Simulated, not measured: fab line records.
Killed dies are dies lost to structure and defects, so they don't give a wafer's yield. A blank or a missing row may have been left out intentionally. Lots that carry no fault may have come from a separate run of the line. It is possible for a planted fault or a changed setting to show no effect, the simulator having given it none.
fab line records | flow gf180mcu | part 1 of 2: steps 1 to 25 of 34
record lots=5 wafers=15 last-day=35
route steps=602 shown V2@393 M3@409
lots with no fault: from the same line, run without faults
start-h: hours from the record's first day to the start of the lot's first wafer shown | wait-h: hours elapsed since this lot's preceding step | " identical to the entry in the row above | L1.1+2: a single row standing in for several wafers | - no value, or no start was given | * or withheld: withheld | < > ~ a bound
route shown NAME@n: a module of which the file shows steps, and the number in the route of the first | usual: mean/standard deviation of fault-free wafers | same: alike in all rows | chamber/n: place in a boat | sites: the reading at each site | _std_site: the values' standard deviation | _edge_site: mean of outer sites minus mean of inner sites | radius-mm: for every site, how far away it sits from the centre of the wafer | mask NAME#n: copy n | behind: the most recent tool/chamber to have shaped the wafer | hold: cause of the lot's hold/its duration in hours/its outcome | device: which transistor (n, p or np) failed to switch | end of line: the same wafers' tests at the end of the route | a step with no rows: only its recipe | killed: not the wafer's yield, but the dies lost to structure and defects at the first sort | map: per-die view of a wafer (x killed, . not killed, _ where there is no die)
set.NAME: the run value of the setting; set.NAME@STEP: its run value at that earlier step | model.NAME: the simulator's own value behind a step, which no gauge read
a table for each step, a row for each wafer; lots at some steps of the route
services: the hour from which a tool's chamber was out of use, counted from the record's first day as start-h (under 0 if before that day), plus the number of hours and why
## steps
# step GF_V2_EXPOSE_11
# recipe mask-id=Via2 target-cd-nm=260 na=0.68 source-shape=conventional sigma-outer=0.6 dose-mj=38
# usual focus-offset-nm=0.0/0.47
# columns lot.wafer tool chamber start-h wait-h mask focus-offset-nm
L074.1 krf-scanner-02 0 - - Via2#0 0.3
L074.3 " 0 " " Via2#0 0.3
L074.4 " 0 " " Via2#0 0.1
L080.1 krf-scanner-02 0 - - Via2#0 1.2
L080.5 " 0 " " Via2#0 0.0
L080.6 " 0 " " Via2#0 0.1
L086.2 krf-scanner-02 0 - - Via2#0 -0.7
L086.3 " 0 " " Via2#0 0.0
L086.4 " 0 " " Via2#0 -0.1
L091.2 krf-scanner-02 0 - - Via2#0 0.2
L091.5 " 0 " " Via2#0 -0.2
L091.6 " 0 " " Via2#0 0.2
L095.2 krf-scanner-02 0 - - Via2#0 -0.1
L095.5 " 0 " " Via2#0 -0.4
L095.6 " 0 " " Via2#0 0.8
# step GF_V2_PEB_12
# recipe peb-temp-c=135 peb-time-s=90 resist=KrF
# usual plate-temp-C=134.99/0.16
# columns lot.wafer tool chamber start-h wait-h plate-temp-C
L074.1 litho-track-04 0 - - 135.18
L074.3 " 0 " " 135.07
L074.4 " 0 " " 134.99
L080.1 litho-track-04 0 - - 134.88
L080.5 " 0 " " 134.67
L080.6 " 0 " " 134.90
L086.2 litho-track-02 0 - - 134.86
L086.3 " 0 " " 134.79
L086.4 " 0 " " 134.89
L091.2 litho-track-04 0 - - 135.25
L091.5 " 0 " " 135.01
L091.6 " 0 " " 134.98
L095.2 litho-track-04 0 - - 134.96
L095.5 " 0 " " 134.97
L095.6 " 0 " " 134.89
# step GF_V2_DEVELOP_13
# recipe develop-time-s=60 resist=KrF dev-temp-c=21
# columns lot.wafer tool chamber start-h wait-h
L074.1+3+4 litho-track-04 0 512.16 0.2
L080.1+5+6 litho-track-04 0 563.11 0.2
L086.2+3+4 litho-track-02 0 610.04 0.2
L091.2+5+6 litho-track-04 0 648.38 0.2
L095.2+5+6 litho-track-04 0 670.28 0.2
# step GF_V2_CD_MEAS_14
# recipe target-cd-nm=260
# usual cd-nm=259.7/1.1
# columns lot.wafer tool chamber start-h wait-h cd-nm
L074.1 cd-sem-01 - 512.31 0.1 260.3
L074.3 " - " " 260.2
L074.4 " - " " 260.6
L080.1 cd-sem-01 - 563.26 0.1 259.7
L080.5 " - " " 259.4
L080.6 " - " " 259.3
L086.2 cd-sem-01 - 610.19 0.1 257.1
L086.3 " - " " 258.3
L086.4 " - " " 257.5
L091.2 cd-sem-01 - 648.53 0.1 259.4
L091.5 " - " " 259.7
L091.6 " - " " 260.0
L095.2 cd-sem-01 - 670.43 0.1 258.1
L095.5 " - " " 259.0
L095.6 " - " " 260.5
# step GF_V2_OVL_MEAS_15
# usual V2_OVL=0/5.6
# columns lot.wafer tool chamber start-h wait-h V2_OVL[nm]
L074.1 overlay-02 - 512.43 0.1 -2
L074.3 " - " " -7
L074.4 " - " " -5
L080.1 overlay-01 - 563.38 0.1 -1
L080.5 " - " " 3
L080.6 " - " " 9
L086.2 overlay-02 - 610.29 0.1 5
L086.3 " - " " 7
L086.4 " - " " -5
L091.2 overlay-02 - 648.63 0.1 2
L091.5 " - " " -3
L091.6 " - " " 2
L095.2 overlay-01 - 670.53 0.1 0
L095.5 " - " " -7
L095.6 " - " " -2
# step GF_V2_ETCH_16
# recipe chemistry=N2/H2 target-depth-a=withheld overetch-a=withheld time-s=withheld target=BARC ion-energy-ev=200 source-w=500 bias-w=100 pressure-mtorr=30 n2-flow-sccm=100 h2-flow-sccm=200
# usual drypump-motor-current-A=5.9/0.41 oes-product-au=0.855/0.0049 throttle-valve-pct=13.224/0.0098
# columns lot.wafer tool chamber start-h wait-h drypump-motor-current-A oes-product-au throttle-valve-pct
L074.1 rie-diel-03 2 512.47 0.0 6.4 0.859 13.219
L074.3 " 3 " " 5.6 0.860 13.236
L074.4 " 0 " " 5.8 0.861 13.216
L080.1 rie-diel-01 1 563.41 0.0 6.1 0.854 13.228
L080.5 " 1 " " 6.1 0.852 13.217
L080.6 " 0 " " 6.2 0.841 13.218
L086.2 rie-diel-03 1 610.32 0.0 5.9 0.849 13.222
L086.3 " 2 " " 6.5 0.853 13.230
L086.4 " 3 " " 5.7 0.857 13.221
L091.2 rie-diel-01 1 648.66 0.0 6.2 0.859 13.223
L091.5 " 2 " " 6.2 0.857 13.233
L091.6 " 3 " " 5.0 0.854 13.205
L095.2 rie-diel-03 2 670.56 0.0 6.5 0.861 13.223
L095.5 " 3 " " 5.6 0.850 13.201
L095.6 " 2 " " 6.4 0.858 13.228
# step GF_V2_ETCH_17
# recipe chemistry=C4F8/O2/Ar mask-material=KrF target=SiO2 stop-on=TiN source-w=1500 bias-w=1200 pressure-mtorr=40 c4f8-flow-sccm=withheld O2_flow_sccm=6 Ar_flow_sccm=300 time-s=withheld target-depth-a=6300
# usual oes-product-au=0.857/0.0049
# columns lot.wafer tool chamber start-h wait-h oes-product-au
L074.1 rie-diel-03 2 - - 0.865
L074.3 " 3 " " 0.860
L074.4 " 0 " " 0.851
L080.1 rie-diel-01 1 - - 0.853
L080.5 " 1 " " 0.851
L080.6 " 0 " " 0.862
L086.2 rie-diel-03 1 - - 0.863
L086.3 " 2 " " 0.855
L086.4 " 3 " " 0.856
L091.2 rie-diel-01 1 - - 0.850
L091.5 " 2 " " 0.856
L091.6 " 3 " " 0.859
L095.2 rie-diel-03 2 - - 0.851
L095.5 " 3 " " 0.854
L095.6 " 2 " " 0.856
# step GF_V2_STRIP_18
# recipe chemistry=O2/N2 power-w=1400 pressure-mtorr=1500 platen-temp-c=250 o2-flow-sccm=3000 n2-flow-sccm=300 overash-fraction=0.5
# usual drypump-motor-current-A=5.93/0.29 heater-power-w=339/40 oes-product-au=0.593/0.005
# columns lot.wafer tool chamber start-h wait-h drypump-motor-current-A heater-power-w oes-product-au rf-hours-counter-h
L074.1 plasma-asher-03 1 512.59 - 6.56 293 0.594 9
L074.3 " 1 " " 6.55 295 0.603 -
L074.4 " 0 " " 5.81 295 0.589 -
L080.1 plasma-asher-02 0 563.54 - 5.89 312 0.595 69
L080.5 " 1 " " 6.19 394 0.602 -
L080.6 " 0 " " 5.91 303 0.587 -
L086.2 plasma-asher-04 0 610.45 - 5.64 375 0.592 100
L086.3 " 0 " " 5.63 374 0.599 -
L086.4 " 1 " " 5.76 317 0.593 -
L091.2 plasma-asher-02 0 648.79 - 5.90 303 0.593 77
L091.5 " 0 " " 5.86 300 0.598 -
L091.6 " 1 " " 6.26 395 0.598 -
L095.2 plasma-asher-02 0 670.69 - 5.94 312 0.599 78
L095.5 " 1 " " 6.23 401 0.595 -
L095.6 " 0 " " 5.95 301 0.603 -
# step GF_V2_STRIP_19
# recipe chemistry=post-etch-residue-remover time-s=1200 temp-c=72.5
# columns lot.wafer tool chamber start-h wait-h
L074.1+3+4 wet-bench-04 0 512.69 0.1
L080.1+5+6 wet-bench-04 0 563.64 0.1
L086.2+3+4 wet-bench-01 2 610.55 0.1
L091.2+5+6 wet-bench-04 2 648.89 0.1
L095.2+5+6 wet-bench-01 0 670.79 0.1
# step GF_V2_CLEAN_20
# recipe chemistry=DIW dry=n2-spin
# columns lot.wafer tool chamber start-h wait-h
L074.1+3+4 wet-bench-03 1 513.04 0.0
L080.1+5+6 wet-bench-01 0 563.99 0.0
L086.2+3+4 wet-bench-03 2 610.89 0.0
L091.2+5+6 wet-bench-03 3 649.23 0.0
L095.2+5+6 wet-bench-03 2 671.17 0.0
# step GF_V2_SPUTTER_21
# recipe material=Ti target-thk-nm=15 chamber-pressure-pa=5 power-w=2500 substrate-temp-c=200 time-s=80.02
# usual cathode-dc-power-W=2500.1/0.48 throttle-valve-pct=29.7/1.1
# columns lot.wafer tool chamber start-h wait-h cathode-dc-power-W throttle-valve-pct
L074.1 pvd-sputter-01 - 513.14 0.0 2500.6 30.5
L074.3 " - " " 2499.9 29.3
L074.4 " - " " 2499.9 29.3
L080.1 pvd-sputter-01 - 564.08 0.0 2500.5 29.2
L080.5 " - " " 2500.8 30.2
L080.6 " - " " 2500.2 28.4
L086.2 pvd-sputter-03 - 610.98 0.0 2501.2 30.6
L086.3 " - " " 2500.9 29.9
L086.4 " - " " 2500.4 28.9
L091.2 pvd-sputter-02 - 649.33 0.0 2498.9 31.3
L091.5 " - " " 2500.2 31.0
L091.6 " - " " 2501.0 29.6
L095.2 pvd-sputter-02 - 671.27 0.0 2500.3 32.1
L095.5 " - " " 2499.1 31.9
L095.6 " - " " 2500.1 27.8
# step GF_V2_SPUTTER_22
# recipe material=TiN target-thk-nm=10 chamber-pressure-pa=5 power-w=4000 time-s=40
# usual cathode-dc-power-W=4000.0/0.78 throttle-valve-pct=29.7/1.1
# columns lot.wafer tool chamber start-h wait-h cathode-dc-power-W throttle-valve-pct
L074.1 pvd-sputter-01 - 513.20 0.0 4001.2 30.4
L074.3 " - " " 4000.0 29.3
L074.4 " - " " 4000.7 29.0
L080.1 pvd-sputter-01 - 564.14 0.0 3999.9 29.3
L080.5 " - " " 4000.0 30.4
L080.6 " - " " 3998.5 28.4
L086.2 pvd-sputter-03 - 611.04 0.0 3999.7 30.8
L086.3 " - " " 3999.8 29.7
L086.4 " - " " 4000.8 28.7
L091.2 pvd-sputter-02 - 649.39 0.0 3998.3 31.4
L091.5 " - " " 4000.2 31.2
L091.6 " - " " 3999.8 29.3
L095.2 pvd-sputter-02 - 671.33 0.0 3999.1 32.1
L095.5 " - " " 3999.9 32.2
L095.6 " - " " 4000.1 27.5
# step GF_V2_CVD_23
# recipe material=W target-thk-nm=350 time-s=104.94 temp-c=402.6 pressure-torr=40
# usual heater-power-w=923/130
# columns lot.wafer tool chamber start-h wait-h heater-power-w
L074.1 cvd-w-01 1 513.24 0.0 713
L074.3 " 1 " " 727
L074.4 " 0 " " 934
L080.1 cvd-w-02 0 564.18 0.0 1052
L080.5 " 0 " " 1040
L080.6 " 1 " " 1016
L086.2 cvd-w-01 1 611.08 0.0 719
L086.3 " 1 " " 713
L086.4 " 0 " " 920
L091.2 cvd-w-01 0 649.43 0.0 943
L091.5 " 0 " " 903
L091.6 " 1 " " 742
L095.2 cvd-w-02 0 671.37 0.0 1026
L095.5 " 0 " " 1050
L095.6 " 1 " " 1013
# step GF_V2_RS_MEAS_24
# recipe thk-meas-gauge=four-point-probe reads=W_of_V2_CVD_23+TiN_of_V2_SPUTTER_22+Ti_of_V2_SPUTTER_21
# usual V2_W_RS=0.313/0.0034
# columns lot.wafer tool chamber start-h wait-h V2_W_RS[ohm/sq]
L074.1 film-metro-02 - 513.35 0.1 0.309
L074.3 " - " " 0.313
L074.4 " - " " 0.315
L080.1 film-metro-04 - 564.29 0.1 0.310
L080.5 " - " " 0.310
L080.6 " - " " 0.312
L086.2 film-metro-04 - 611.22 0.1 0.308
L086.3 " - " " 0.311
L086.4 " - " " 0.315
L091.2 film-metro-02 - 649.56 0.1 0.315
L091.5 " - " " 0.314
L091.6 " - " " 0.310
L095.2 film-metro-04 - 671.50 0.1 0.313
L095.5 " - " " 0.313
L095.6 " - " " 0.315
# step GF_V2_THK_MEAS_25
# recipe thk-meas-gauge=xrf reads=W_of_V2_CVD_23
# usual V2_W_THK=366/4.9
# columns lot.wafer tool chamber start-h wait-h V2_W_THK[nm]
L074.1 film-metro-02 - 513.47 0.1 374
L074.3 " - " " 372
L074.4 " - " " 366
L080.1 film-metro-04 - 564.41 0.1 372
L080.5 " - " " 372
L080.6 " - " " 369
L086.2 film-metro-04 - 611.33 0.1 373
L086.3 " - " " 369
L086.4 " - " " 366
L091.2 film-metro-02 - 649.67 0.1 363
L091.5 " - " " 367
L091.6 " - " " 367
L095.2 film-metro-04 - 671.61 0.1 367
L095.5 " - " " 368
L095.6 " - " " 363
# step GF_V2_CMP_26
# recipe stop-on=SiO2 down-force-psi=3.5 platen-rpm=60 t-overpolish-s=15 target-thk-nm=0 pad-velocity-m-s=0.94248
# usual motor-current-A=10.7/1.2 overpolish-run-s=15.000/0.0089 time-to-endpoint-s=90/4.4
# columns lot.wafer tool chamber start-h wait-h motor-current-A overpolish-run-s time-to-endpoint-s
L074.3 cmp-01 2 513.53 0.0 10.4 14.994 82
L074.1 " 3 " " 9.0 14.983 84
L074.4 " 1 " " 10.0 15.003 86
L080.1 cmp-02 1 564.62 0.2 12.9 15.011 91
L080.6 " 2 " " 11.4 14.999 88
L080.5 " 3 " " 9.7 14.990 97
L086.2 cmp-02 0 611.38 0.0 10.2 15.003 91
L086.3 " 1 " " 12.8 14.989 88
L086.4 " 3 " " 10.1 15.001 96
L091.2 cmp-02 3 649.77 0.1 10.2 14.993 94
L091.5 " 2 " " 11.6 14.985 83
L091.6 " 3 " " 9.7 15.002 96
L095.2 cmp-01 2 671.81 0.2 10.2 14.999 90
L095.6 " 3 " " 8.9 15.008 88
L095.5 " 0 " " 11.9 15.000 91
# step GF_M3_SPUTTER_00
# recipe material=Ti target-thk-nm=37.5 arriving-ion-energy-ev=80 substrate-temp-c=200 chamber-pressure-pa=2 power-w=4000 time-s=150
# usual cathode-dc-power-W=4000.0/0.7 throttle-valve-pct=30.0/0.76
# columns lot.wafer tool chamber start-h wait-h cathode-dc-power-W throttle-valve-pct
L074.1 pvd-sputter-04 - 513.83 0.2 4000.0 29.9
L074.3 " - " " 4000.4 30.0
L074.4 " - " " 3999.8 30.8
L080.1 pvd-sputter-03 - 564.77 0.1 3999.2 30.0
L080.5 " - " " 4000.1 28.9
L080.6 " - " " 4000.1 29.8
L086.2 pvd-sputter-04 - 611.68 0.2 3999.8 30.2
L086.3 " - " " 4000.7 30.9
L086.4 " - " " 3999.1 29.9
L091.2 pvd-sputter-01 - 650.02 0.2 4000.3 30.5
L091.5 " - " " 4000.1 30.2
L091.6 " - " " 3999.4 29.4
L095.2 pvd-sputter-01 - 671.96 0.1 3999.8 29.4
L095.5 " - " " 3999.4 30.2
L095.6 " - " " 4000.2 29.1
# step GF_M3_SPUTTER_01
# recipe material=TiN target-thk-nm=30 power-w=6500 time-s=25 chamber-pressure-pa=0.4
# usual cathode-dc-power-W=6500.1/1.3 throttle-valve-pct=30.0/0.76
# columns lot.wafer tool chamber start-h wait-h cathode-dc-power-W throttle-valve-pct
L074.1 pvd-sputter-04 - 513.93 0.1 6500.3 29.5
L074.3 " - " " 6503.1 30.5
L074.4 " - " " 6503.1 30.8
L080.1 pvd-sputter-03 - 564.87 0.1 6499.8 29.7
L080.5 " - " " 6499.5 28.7
L080.6 " - " " 6499.4 29.7
L086.2 pvd-sputter-04 - 611.78 0.1 6497.8 30.3
L086.3 " - " " 6498.1 30.9
L086.4 " - " " 6501.0 29.9
L091.2 pvd-sputter-01 - 650.12 0.1 6500.7 30.5
L091.5 " - " " 6501.5 30.4
L091.6 " - " " 6501.1 28.9
L095.2 pvd-sputter-01 - 672.06 0.1 6500.6 29.1
L095.5 " - " " 6499.3 30.3
L095.6 " - " " 6498.3 29.3
# step GF_M3_SPUTTER_02
# recipe material=AlCu target-thk-nm=450 power-w=10600 time-s=23.9 chamber-pressure-pa=0.4
# usual cathode-dc-power-W=10600/1.9 throttle-valve-pct=30.0/0.75
# columns lot.wafer tool chamber start-h wait-h cathode-dc-power-W throttle-valve-pct
L074.1 pvd-sputter-04 - 513.96 0.0 10597 29.7
L074.3 " - " " 10597 30.3
L074.4 " - " " 10596 31.0
L080.1 pvd-sputter-03 - 564.90 0.0 10600 29.8
L080.5 " - " " 10604 28.9
L080.6 " - " " 10598 29.9
L086.2 pvd-sputter-04 - 611.81 0.0 10600 30.3
L086.3 " - " " 10598 31.1
L086.4 " - " " 10602 29.9
L091.2 pvd-sputter-01 - 650.15 0.0 10599 30.2
L091.5 " - " " 10599 30.2
L091.6 " - " " 10599 29.3
L095.2 pvd-sputter-01 - 672.09 0.0 10602 29.2
L095.5 " - " " 10598 30.3
L095.6 " - " " 10601 29.2
# step GF_M3_SPUTTER_03
# recipe material=Ti target-thk-nm=10 substrate-temp-c=300 chamber-pressure-pa=0.3 power-w=3000 time-s=6.7
# usual cathode-dc-power-W=3000.0/0.54 throttle-valve-pct=30.0/0.78
# columns lot.wafer tool chamber start-h wait-h cathode-dc-power-W throttle-valve-pct
L074.1 pvd-sputter-04 - 513.99 0.0 2999.9 29.8
L074.3 " - " " 3000.1 30.4
L074.4 " - " " 3000.0 31.1
L080.1 pvd-sputter-03 - 564.93 0.0 3000.6 29.9
L080.5 " - " " 3000.7 28.7
L080.6 " - " " 3000.1 29.9
L086.2 pvd-sputter-04 - 611.84 0.0 2999.8 30.3
L086.3 " - " " 2999.3 31.0
L086.4 " - " " 2999.2 29.7
L091.2 pvd-sputter-01 - 650.18 0.0 3000.5 30.3
L091.5 " - " " 3000.7 30.2
L091.6 " - " " 2999.8 29.2
L095.2 pvd-sputter-01 - 672.12 0.0 3000.4 29.4
L095.5 " - " " 3000.4 30.4
L095.6 " - " " 2999.8 29.0
# step GF_M3_SPUTTER_04
# recipe material=TiN target-thk-nm=50 power-w=6500 time-s=41.7 chamber-pressure-pa=0.4
# usual cathode-dc-power-W=6500.1/1.2 throttle-valve-pct=30.0/0.78
# columns lot.wafer tool chamber start-h wait-h cathode-dc-power-W throttle-valve-pct
L074.1 pvd-sputter-04 - 514.01 0.0 6499.5 29.5
L074.3 " - " " 6499.5 30.1
L074.4 " - " " 6498.9 30.9
L080.1 pvd-sputter-03 - 564.95 0.0 6500.0 29.7
L080.5 " - " " 6498.5 29.0
L080.6 " - " " 6499.0 29.9
L086.2 pvd-sputter-04 - 611.86 0.0 6499.7 30.1
L086.3 " - " " 6500.7 31.0
L086.4 " - " " 6499.5 29.5
L091.2 pvd-sputter-01 - 650.20 0.0 6499.1 30.3
L091.5 " - " " 6500.0 30.2
L091.6 " - " " 6500.0 29.3
L095.2 pvd-sputter-01 - 672.14 0.0 6500.1 28.8
L095.5 " - " " 6500.5 30.2
L095.6 " - " " 6503.6 29.3
# step GF_M3_RS_MEAS_05
# recipe thk-meas-gauge=four-point-probe reads=TiN_of_M3_SPUTTER_04+Ti_of_M3_SPUTTER_03+AlCu_of_M3_SPUTTER_02+TiN_of_M3_SPUTTER_01+Ti_of_M3_SPUTTER_00
# usual M3_ALCU_RS=0.0695/0.00072
# columns lot.wafer tool chamber start-h wait-h M3_ALCU_RS[ohm/sq]
L074.1 film-metro-01 - 514.05 0.0 0.0696
L074.3 " - " " 0.0696
L074.4 " - " " 0.0700
L080.1 film-metro-03 - 564.99 0.0 0.0699
L080.5 " - " " 0.0702
L080.6 " - " " 0.0702
L086.2 film-metro-01 - 611.92 0.0 0.0686
L086.3 " - " " 0.0701
L086.4 " - " " 0.0681
L091.2 film-metro-01 - 650.26 0.0 0.0702
L091.5 " - " " 0.0700
L091.6 " - " " 0.0690
L095.2 film-metro-04 - 672.20 0.0 0.0687
L095.5 " - " " 0.0716
L095.6 " - " " 0.0696
# step GF_M3_THK_MEAS_06
# recipe thk-meas-gauge=xrf reads=AlCu_of_M3_SPUTTER_02
# usual M3_ALCU_THK=450/5.4
# columns lot.wafer tool chamber start-h wait-h M3_ALCU_THK[nm]
L074.1 film-metro-01 - 514.17 0.1 446
L074.3 " - " " 449
L074.4 " - " " 450
L080.1 film-metro-03 - 565.11 0.1 445
L080.5 " - " " 448
L080.6 " - " " 446
L086.2 film-metro-01 - 612.03 0.1 456
L086.3 " - " " 446
L086.4 " - " " 460
L091.2 film-metro-01 - 650.37 0.1 452
L091.5 " - " " 451
L091.6 " - " " 455
L095.2 film-metro-04 - 672.31 0.1 455
L095.5 " - " " 435
L095.6 " - " " 447
# step GF_M3_DEHYDRATE_07
# recipe temp-c=200 time-s=60
# usual plate-temp-C=200.01/0.14
# columns lot.wafer tool chamber start-h wait-h plate-temp-C
L074.1 litho-track-04 0 526.01 11.8 200.16
L074.3 " 0 " " 200.21
L074.4 " 0 " " 200.02
L080.1 litho-track-01 0 576.04 10.9 200.04
L080.5 " 0 " " 199.90
L080.6 " 0 " " 200.06
L086.2 litho-track-02 0 621.94 9.9 199.81
L086.3 " 0 " " 199.83
L086.4 " 0 " " 199.76
L091.2 litho-track-02 0 660.09 9.7 200.04
L091.5 " 0 " " 199.86
L091.6 " 0 " " 200.07
L095.2 litho-track-02 0 682.04 9.7 200.12
L095.5 " 0 " " 200.23
L095.6 " 0 " " 200.39
# step GF_M3_HMDS_08
# recipe prime-time-s=60 prime-temp-c=120
# columns lot.wafer tool chamber start-h wait-h
L074.1+3+4 litho-track-04 0 526.16 0.1
L080.1+5+6 litho-track-01 0 576.19 0.1
L086.2+3+4 litho-track-02 0 622.09 0.1
L091.2+5+6 litho-track-02 0 660.24 0.1
L095.2+5+6 litho-track-02 0 682.19 0.1
